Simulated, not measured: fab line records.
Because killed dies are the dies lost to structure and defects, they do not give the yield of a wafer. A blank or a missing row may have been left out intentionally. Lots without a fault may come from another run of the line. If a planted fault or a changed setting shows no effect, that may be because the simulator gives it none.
fab line records	flow sky130
record: lots: 7	wafers: 20	last_day: 50
route steps=708 shown METAL2@495 VIA2@507
lots that met no fault: taken from a fault-free run of the same line
start_h: the number of hours between the record's first day and the start of the first shown wafer of the lot	wait_h: hours elapsed since this lot's preceding step	" repeats the value in the row above	L1.1+2: several wafers, shown together as one row	- no value present, or no start provided	* or withheld: withheld	< > ~ a bound
route shown NAME@n: names a module that has steps shown in the file, with the first one's number in the route	usual: mean and standard deviation over wafers with no fault	same: alike in all rows	chamber/n: place in a boat	sites: readings site by site	_std_site: how widely they spread, as a standard deviation	_edge_site: the outer-site mean with the inner-site mean subtracted	radius_mm: for every site, how far away it sits from the centre of the wafer	mask NAME#n: copy n	behind: the tool/chamber that last shaped the wafer	hold: why the lot went on hold/how many hours it stayed there/how the hold came to an end	device: whichever transistor did not switch (one of n, p or np)	end of line: the route-end tests of the same wafers	where a step has no rows: the recipe by itself	killed: count of dies lost to structure and defects at first sort (not the wafer's yield)	map: dies across one wafer; x = killed, . = not, _ = none there
set.NAME: the setting as run; set.NAME@STEP: as run at that earlier step	model.NAME: the simulator's own value behind a step, which no gauge read
lots at selected steps of the route; one table per step, one row per wafer
services: a tool's chamber out of use, with start hour (start_h, from the record's first day; less than 0 if before it), hours out, and reason
== steps ==
step: SKY_METAL2_EXPOSE_12
recipe: mask_id: MM2	na: 0.8	source_shape: annular	sigma_inner: 0.55	sigma_outer: 0.85	target_cd_nm: 140	dose_mj: 28
step: SKY_METAL2_PEB_13
recipe: peb_temp_c: withheld	peb_time_s: withheld	resist: KrF-thick
step: SKY_METAL2_DEVELOP_14
recipe: develop_time_s: 60	resist: KrF-thick	dev_temp_c: 21
step: SKY_METAL2_CD_MEAS_15
recipe: target_cd_nm: 140
usual: cd_nm: 139.8/1.7
lot.wafer	tool	chamber	start_h	wait_h	cd_nm
L900.2	cd_sem-01	-	874.23	-	140.8
L900.3	"	-	"	"	139.5
L900.4	"	-	"	"	140.6
L901.2	cd_sem-02	-	877.23	-	139.4
L901.5	"	-	"	"	138.9
L901.6	"	-	"	"	138.9
L902.2	cd_sem-01	-	886.53	-	142.9
L902.3	"	-	"	"	141.9
L910.1	cd_sem-02	-	948.74	-	139.8
L910.3	"	-	"	"	139.4
L910.6	"	-	"	"	139.7
L911.3	cd_sem-01	-	955.93	-	140.6
L911.4	"	-	"	"	139.1
L911.5	"	-	"	"	140.9
L914.2	cd_sem-01	-	991.53	-	141.7
L914.4	"	-	"	"	143.6
L914.5	"	-	"	"	144.1
L915.3	cd_sem-01	-	991.90	-	136.4
L915.5	"	-	"	"	138.9
L915.6	"	-	"	"	137.2
step: SKY_METAL2_OVL_MEAS_16
usual: METAL2_OVL: -3/5
lot.wafer	tool	chamber	start_h	wait_h	METAL2_OVL[nm]
L900.2	overlay-02	-	874.34	0.1	3
L900.3	"	-	"	"	-3
L900.4	"	-	"	"	5
L901.2	overlay-01	-	877.33	0.1	-5
L901.5	"	-	"	"	4
L901.6	"	-	"	"	-2
L902.2	overlay-02	-	886.64	0.1	-3
L902.3	"	-	"	"	-2
L910.1	overlay-02	-	948.86	0.1	-3
L910.3	"	-	"	"	-13
L910.6	"	-	"	"	-2
L911.3	overlay-01	-	956.02	0.1	-7
L911.4	"	-	"	"	-10
L911.5	"	-	"	"	-6
L914.2	overlay-01	-	991.64	0.1	-3
L914.4	"	-	"	"	-5
L914.5	"	-	"	"	-12
L915.3	overlay-01	-	992.00	0.1	-7
L915.5	"	-	"	"	-3
L915.6	"	-	"	"	-2
step: SKY_METAL2_DESCUM_17
recipe: chemistry: O2	source_power_w: 150	bias_power_w: 0	pressure_mtorr: 10	temp_c: 40	time_s: 8
usual: drypump_motor_current_A: 5.58/0.17	oes_product_au: 1.002/0.0074
lot.wafer	tool	chamber	start_h	wait_h	drypump_motor_current_A	oes_product_au	rf_hours_counter_h
L900.2	rie_metal-02	0	874.37	0.0	5.30	0.985	9
L900.3	"	0	"	"	5.30	0.993	-
L900.4	"	1	"	"	5.81	0.996	-
L901.2	rie_metal-01	0	877.36	0.0	5.65	1.023	11
L901.5	"	1	"	"	5.68	1.006	-
L901.6	"	0	"	"	5.64	1.013	-
L902.2	rie_metal-01	1	886.67	0.0	5.69	1.016	12
L902.3	"	1	"	"	5.67	1.004	-
L910.1	rie_metal-03	1	948.89	0.0	5.65	1.006	3
L910.3	"	0	"	"	5.64	1.002	-
L910.6	"	1	"	"	5.62	1.002	-
L911.3	rie_metal-02	0	956.05	0.0	5.29	1.005	-
L911.4	"	1	"	"	5.83	0.998	-
L911.5	"	0	"	"	5.28	0.991	-
L914.2	rie_metal-02	1	991.67	0.0	5.79	1.010	7
L914.4	"	0	"	"	5.27	0.996	-
L914.5	"	0	"	"	5.28	0.995	-
L915.3	rie_metal-03	1	992.03	0.0	5.61	0.997	-
L915.5	"	0	"	"	5.64	0.999	-
L915.6	"	1	"	"	5.63	1.001	-
step: SKY_METAL2_ETCH_18
recipe: chemistry: N2/H2	target: BARC	ion_energy_ev: 200	bias_w: 100	pressure_mtorr: 30	n2_flow_sccm: 100	h2_flow_sccm: 200	icp_w: 500	stop_on: SiO2	time_s: 45.9	target_depth_a: 600
usual: drypump_motor_current_A: 5.59/0.16	oes_product_au: 0.855/0.0045	throttle_valve_pct: 13.224/0.0088
lot.wafer	tool	chamber	start_h	wait_h	drypump_motor_current_A	oes_product_au	rf_hours_counter_h	throttle_valve_pct
L900.2	rie_metal-02	0	874.40	0.0	5.31	0.852	9	13.224
L900.3	"	0	"	"	5.30	0.853	-	13.235
L900.4	"	1	"	"	5.78	0.850	-	13.245
L901.2	rie_metal-01	0	877.40	0.0	5.65	0.850	11	13.217
L901.5	"	1	"	"	5.69	0.858	-	13.223
L901.6	"	0	"	"	5.65	0.862	-	13.220
L902.2	rie_metal-01	1	886.70	0.0	5.66	0.845	12	13.221
L902.3	"	1	"	"	5.65	0.858	-	13.225
L910.1	rie_metal-03	1	948.92	0.0	5.61	0.856	3	13.214
L910.3	"	0	"	"	5.66	0.855	-	13.223
L910.6	"	1	"	"	5.60	0.855	-	13.243
L911.3	rie_metal-02	0	956.09	0.0	5.30	0.857	-	13.235
L911.4	"	1	"	"	5.82	0.851	-	13.217
L911.5	"	0	"	"	5.29	0.860	-	13.236
L914.2	rie_metal-02	1	991.70	0.0	5.81	0.860	7	13.234
L914.4	"	0	"	"	5.30	0.858	-	13.213
L914.5	"	0	"	"	5.29	0.855	-	13.232
L915.3	rie_metal-03	1	992.07	0.0	5.63	0.856	-	13.223
L915.5	"	0	"	"	5.64	0.860	-	13.212
L915.6	"	1	"	"	5.63	0.860	-	13.226
step: SKY_METAL2_METAL_ETCH_19
recipe: target_depth_a: 3600	stop_on: SiO2	over_etch_frac: 0.3	time_s: 78	chemistry: Cl2/BCl3	resist_sidewall_deg: 88	pressure_mtorr: 10	icp_w: 900	bias_w: 48.5	Cl2_flow_sccm: 60	bcl3_flow_sccm: 30
usual: drypump_motor_current_A: 5.58/0.16	oes_product_au: 0.855/0.0061	throttle_valve_pct: 22.263/0.0085
lot.wafer	tool	chamber	start_h	wait_h	drypump_motor_current_A	oes_product_au	rf_hours_counter_h	throttle_valve_pct
L900.2	rie_metal-02	0	874.46	0.0	5.31	0.846	9	22.276
L900.3	"	0	"	"	5.30	0.849	-	22.267
L900.4	"	1	"	"	5.81	0.854	-	22.261
L901.2	rie_metal-01	0	877.46	0.0	5.64	0.855	11	22.268
L901.5	"	1	"	"	5.69	0.850	-	22.266
L901.6	"	0	"	"	5.64	0.850	-	22.271
L902.2	rie_metal-01	1	886.76	0.0	5.66	0.853	12	22.246
L902.3	"	1	"	"	5.67	0.855	-	22.272
L910.1	rie_metal-03	1	948.99	0.0	5.59	0.854	3	22.267
L910.3	"	0	"	"	5.60	0.852	-	22.259
L910.6	"	1	"	"	5.59	0.852	-	22.273
L911.3	rie_metal-02	0	956.17	0.1	5.28	0.853	-	22.262
L911.4	"	1	"	"	5.83	0.867	-	22.271
L911.5	"	0	"	"	5.27	0.844	-	22.273
L914.2	rie_metal-02	1	991.77	0.0	5.82	0.857	7	22.265
L914.4	"	0	"	"	5.31	0.863	-	22.264
L914.5	"	0	"	"	5.27	0.866	-	22.271
L915.3	rie_metal-03	1	992.14	0.1	5.61	0.853	-	22.276
L915.5	"	0	"	"	5.62	0.858	-	22.259
L915.6	"	1	"	"	5.61	0.854	-	22.269
step: SKY_METAL2_STRIP_20
recipe: chemistry: O2/N2	power_w: 1400	pressure_mtorr: 1500	platen_temp_c: withheld	o2_flow_sccm: 3000	n2_flow_sccm: 300	overash_fraction: 0.5
usual: drypump_motor_current_A: 5.8/0.31	oes_product_au: 0.342/0.005	strip_time_to_endpoint_s: 2.68/0.031
lot.wafer	tool	chamber	start_h	wait_h	drypump_motor_current_A	oes_product_au	rf_hours_counter_h	strip_time_to_endpoint_s
L900.2	plasma_asher-04	1	874.55	0.1	6.2	0.341	45	2.67
L900.3	"	0	"	"	5.9	0.340	-	2.65
L900.4	"	1	"	"	6.2	0.335	-	2.66
L901.2	plasma_asher-02	1	877.55	0.1	5.8	0.345	105	2.68
L901.5	"	1	"	"	5.8	0.343	-	2.66
L901.6	"	0	"	"	5.7	0.340	-	2.65
L902.2	plasma_asher-04	1	886.85	0.1	6.2	0.337	47	2.65
L902.3	"	1	"	"	6.3	0.340	-	2.67
L910.1	plasma_asher-04	0	949.08	0.1	5.9	0.344	53	2.68
L910.3	"	1	"	"	6.2	0.337	-	2.68
L910.6	"	1	"	"	6.2	0.357	-	2.66
L911.3	plasma_asher-02	1	956.26	0.1	5.8	0.345	-	2.68
L911.4	"	0	"	"	5.7	0.342	-	2.65
L911.5	"	1	"	"	5.8	0.341	-	2.70
L914.2	plasma_asher-04	1	991.86	0.1	6.2	0.341	57	2.65
L914.4	"	1	"	"	6.2	0.351	-	2.74
L914.5	"	0	"	"	5.9	0.347	-	2.75
L915.3	plasma_asher-04	1	992.24	0.1	6.2	0.342	-	2.72
L915.5	"	1	"	"	6.2	0.340	-	2.68
L915.6	"	0	"	"	5.9	0.334	-	2.65
step: SKY_METAL2_STRIP_21
recipe: chemistry: post_etch_residue_remover	time_s: 1200	temp_c: 72.5
step: SKY_METAL2_CLEAN_22
recipe: chemistry: IPA	time_s: 180	temp_c: 25
step: SKY_METAL2_CLEAN_23
recipe: chemistry: O3/DIW	dry: n2_spin
step: SKY_VIA2_HDPCVD_00
recipe: material: SiO2	target_thk_nm: 1180	sigma_open_frac: 0.3	time_s: 196.7	temp_c: 400	sih4_flow_sccm: 60	pressure_mtorr: 6
usual: susceptor_temp_C: 400.01/0.22
lot.wafer	tool	chamber	start_h	wait_h	susceptor_temp_C	model.SiO2_of_VIA2_HDPCVD_00.thk_nm
L900.2	hdpcvd-01	2	875.18	0.0	400.00	1560
L900.3	"	0	"	"	399.92	1191
L900.4	"	1	"	"	399.99	1552
L901.2	hdpcvd-01	0	878.14	0.0	399.84	1550
L901.5	"	0	"	"	399.82	1184
L901.6	"	2	"	"	400.21	1177
L902.2	hdpcvd-01	2	887.45	0.0	400.08	1543
L902.3	"	0	"	"	399.63	1162
L910.1	hdpcvd-01	2	949.75	0.0	400.05	1153
L910.3	"	0	"	"	399.95	1165
L910.6	"	0	"	"	400.07	1159
L911.3	hdpcvd-02	0	956.83	0.0	399.77	1187
L911.4	"	1	"	"	400.02	1186
L911.5	"	0	"	"	399.90	1188
L914.2	hdpcvd-01	0	992.48	0.0	400.00	1164
L914.4	"	1	"	"	399.91	1158
L914.5	"	2	"	"	399.96	1178
L915.3	hdpcvd-02	0	992.80	0.0	400.05	1175
L915.5	"	1	"	"	400.59	1159
L915.6	"	2	"	"	400.03	1143
step: SKY_VIA2_THK_MEAS_01
recipe: reads: SiO2_of_VIA2_HDPCVD_00
usual: VIA2_HDPCVD_THK: 1174/12
lot.wafer	tool	chamber	start_h	wait_h	VIA2_HDPCVD_THK[nm]
L900.2	film_metro-03	-	875.31	0.1	1560
L900.3	"	-	"	"	1191
L900.4	"	-	"	"	1551
L901.2	film_metro-03	-	878.28	0.1	1548
L901.5	"	-	"	"	1184
L901.6	"	-	"	"	1178
L902.2	film_metro-04	-	887.58	0.1	1545
L902.3	"	-	"	"	1161
L910.1	film_metro-01	-	949.87	0.1	1153
L910.3	"	-	"	"	1164
L910.6	"	-	"	"	1160
L911.3	film_metro-01	-	956.97	0.1	1188
L911.4	"	-	"	"	1186
L911.5	"	-	"	"	1188
L914.2	film_metro-04	-	992.61	0.1	1164
L914.4	"	-	"	"	1157
L914.5	"	-	"	"	1178
L915.3	film_metro-04	-	992.94	0.1	1175
L915.5	"	-	"	"	1158
L915.6	"	-	"	"	1143
step: SKY_VIA2_CMP_02
recipe: material: SiO2	down_force_psi: 4	platen_rpm: 60	pad_velocity_m_s: 0.94248
usual: motor_current_A: 12.1/0.82
lot.wafer	tool	chamber	start_h	wait_h	motor_current_A
L900.2	cmp-02	0	875.36	0.0	12.7
L900.4	"	1	"	"	14.6
L900.3	"	3	"	"	11.1
L901.2	cmp-01	0	878.48	0.2	11.8
L901.6	"	1	"	"	11.7
L901.5	"	2	"	"	12.3
L902.3	cmp-01	0	887.63	0.0	12.1
L902.2	"	3	"	"	11.7
L910.1	cmp-01	3	949.98	0.1	12.2
L910.3	"	1	"	"	12.1
L910.6	"	2	"	"	12.3
L911.4	cmp-02	2	957.01	0.0	10.9
L911.3	"	1	"	"	14.0
L911.5	"	2	"	"	11.8
L914.4	cmp-01	2	993.46	0.8	12.5
L914.2	"	0	"	"	12.5
L914.5	"	3	"	"	12.2
L915.3	cmp-01	0	993.91	1.0	12.2
L915.6	"	1	"	"	11.3
L915.5	"	2	"	"	12.4
== services ==
tool	chamber	start_h	hours	kind
plasma_asher-02	-	864.36	2.8	pm
rie_metal-03	1	868.59	-	clean
rie_metal-03	1	868.59	16.0	scheduled_down
rie_metal-03	1	868.59	16.0	vent_cycle
hdpcvd-01	2	870.17	2.7	repair
rie_metal-03	0	890.63	-	clean
rie_metal-03	0	890.63	15.2	scheduled_down
rie_metal-03	0	890.63	15.2	vent_cycle
cmp-01	-	900.88	0.4	repair
cmp-02	-	909.04	2.0	repair
cmp-01	-	912.00	4.0	pm
cmp-01	-	916.00	-	consumable_replace:conditioner
cmp-01	-	916.00	-	consumable_replace:pad
cmp-01	-	936.08	2.0	repair
cmp-02	-	936.36	2.5	repair
hdpcvd-01	-	950.25	15.0	pm
hdpcvd-01	0	950.25	15.0	vent_cycle
hdpcvd-01	1	950.25	15.0	vent_cycle
hdpcvd-01	2	950.25	15.0	vent_cycle
cmp-02	-	963.30	0.8	repair
cmp-01	-	974.10	1.0	repair
cmp-01	-	983.39	4.4	pm
cmp-02	-	990.35	3.3	repair
cmp-02	-	993.98	5.1	pm
== key ==
first_sign: step: SKY_VIA2_THK_MEAS_01	reading: VIA2_HDPCVD_THK	direction: up	sigmas: 30	usual: 1174	struck: 1551
effect none on later readings
model_effect: step: SKY_VIA2_HDPCVD_00	value: SiO2_of_VIA2_HDPCVD_00.thk_nm	without: 1185	struck: 1551
met_at SKY_VIA2_HDPCVD_00
struck_wafers L900.2,L900.4,L901.2,L902.2
sort_left_out L900.2,L900.4
fault: kind: process_parameter_drift	tool: hdpcvd-01	chamber: -	onset_h: 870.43	steps: SKY_VIA2_HDPCVD_00	channel: target_thk_nm	offset: 366.7	shape: step	end_h: 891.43	scope: struck_wafers_only	acts_in: these_recipes_only	stated: 1180
sort_left_out: the simulated sort isn't trusted on such a fault, so these wafers' sort isn't shown, and their yield isn't known
